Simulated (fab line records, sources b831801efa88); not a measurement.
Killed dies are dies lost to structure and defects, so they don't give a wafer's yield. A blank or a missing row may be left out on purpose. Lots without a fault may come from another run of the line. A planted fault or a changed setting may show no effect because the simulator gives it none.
Which tool did it? | flow gf180mcu | 7 lots, 21 wafers sampled, at 1 step of a route of 602

WHAT THE GAUGES READ, wafer by wafer
GF_STI_THK_MEAS_04.
lot  | measured    | on            | STI_CVD_03_THK (nm)
L151 | day 1 23:34 | film_metro-01 | 210.2 208.7 209.1
L154 | day 2 15:54 | film_metro-04 | 208.1 206.2 209.3
L156 | day 3 01:07 | film_metro-01 | 207.3 208.3 207.0
L160 | day 3 21:41 | film_metro-01 | 206.8 206.1 205.6
L166 | day 5 02:35 | film_metro-01 | 207.3 206.8 207.7
L168 | day 5 12:35 | film_metro-01 | 210.5 210.0 208.9
L171 | day 6 03:53 | film_metro-03 | 208.6 208.2 207.9

WHICH TOOL RAN EACH LOT (tool, then ch and the chambers of the sampled wafers, then the start)
The record holds no process step before these readings.

THE ANSWER, worked out from the rows above alone
Rule: what is usual is taken from the lots themselves. Put in order of their means at a reading, lots are off if they are a third of the lots or fewer, leave a main group of 4 or more, and stand apart from it by a gap of 3 or more times the standard deviation of the main group's means; of several such gaps the widest counts. A main group whose means are all the same, to the digits that the tables above print for the reading, isn't used. A lot without any number at a reading at which 4 lots or more have one is off too. The other lots that the step has rows for count as sound.
No lot is off at any reading shown: from this, nothing can be told.

WHAT THE SIMULATOR HAD PUT IN
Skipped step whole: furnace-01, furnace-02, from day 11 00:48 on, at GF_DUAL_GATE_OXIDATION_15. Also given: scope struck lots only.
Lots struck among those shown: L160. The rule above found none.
